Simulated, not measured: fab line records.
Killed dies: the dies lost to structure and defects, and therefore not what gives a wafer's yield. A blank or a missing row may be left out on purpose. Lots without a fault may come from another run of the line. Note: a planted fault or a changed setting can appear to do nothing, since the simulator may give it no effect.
Matching of chambers ; flow gf180mcu ; GF_V3_CVD_00 on hdpcvd-02: 3 sister chambers
The step deposits SiO2, target thk 600 nm, time 100 s. 16 wafers are shown with their chamber, then 8 later ones without.

## WAFERS, EACH WITH ITS CHAMBER
wafer;chamber;pressure-mtorr (mTorr);sih4-flow-sccm (sccm)
L931.2;2;6.005;59.91
L931.3;0;5.992;59.96
L931.6;0;6.014;59.84
L933.1;0;5.995;59.92
L933.2;1;6.006;59.97
L933.5;0;5.994;60.06
L934.1;1;5.991;59.95
L934.3;0;6.005;59.72
L934.4;1;6.017;59.84
L935.3;0;6.003;60.16
L935.4;0;5.994;60.02
L935.5;1;6.005;59.98
L937.1;0;5.998;60.06
L937.2;2;5.989;60.00
L937.5;0;6.008;60.11
L942.3;1;5.987;60.22

SIGNATURES (averages over the wafers above)
reading;chamber 0;chamber 1;chamber 2;scatter within a chamber
pressure-mtorr;6.00033;6.00120;5.99700;0.00952
sih4-flow-sccm;59.9833;59.9920;59.9550;0.135
Rule: for each reading, subtract the chamber's mean from the wafer's reading, divide by that reading's scatter and square the result; add these up over the readings and take the root, which gives the wafer's distance from the chamber. The wafer belongs to the nearest chamber; if the next one is less than 2 further off, it can't be placed. The scatter is the square root of a quotient: the sum, over the shown wafers, of each reading's squared deviation from its chamber's mean, divided by wafers minus chambers.

## WAFERS MISSING THEIR CHAMBER
wafer;pressure-mtorr (mTorr);sih4-flow-sccm (sccm)
L942.5;5.981;59.95
L942.6;5.988;60.08
L943.1;6.008;60.03
L943.3;6.025;60.08
L943.5;6.015;59.98
L944.3;6.026;60.22
L944.4;6.000;60.05
L944.5;6.025;59.78

## WHICH CHAMBER EACH WENT THROUGH
wafer;from the rows above;in truth
L942.5;can't be placed: 2 or 0 or 1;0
L942.6;can't be placed: 2 or 0 or 1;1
L943.1;can't be placed: 1 or 0 or 2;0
L943.3;can't be placed: 1 or 0 or 2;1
L943.5;can't be placed: 1 or 0 or 2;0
L944.3;can't be placed: 1 or 0 or 2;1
L944.4;can't be placed: 1 or 0 or 2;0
L944.5;can't be placed: 1 or 0 or 2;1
Correctly placed: 0 of 8. Cannot be placed on the basis of these rows: 8; the candidates contain the true chamber in 8. Placed wrongly: 0.
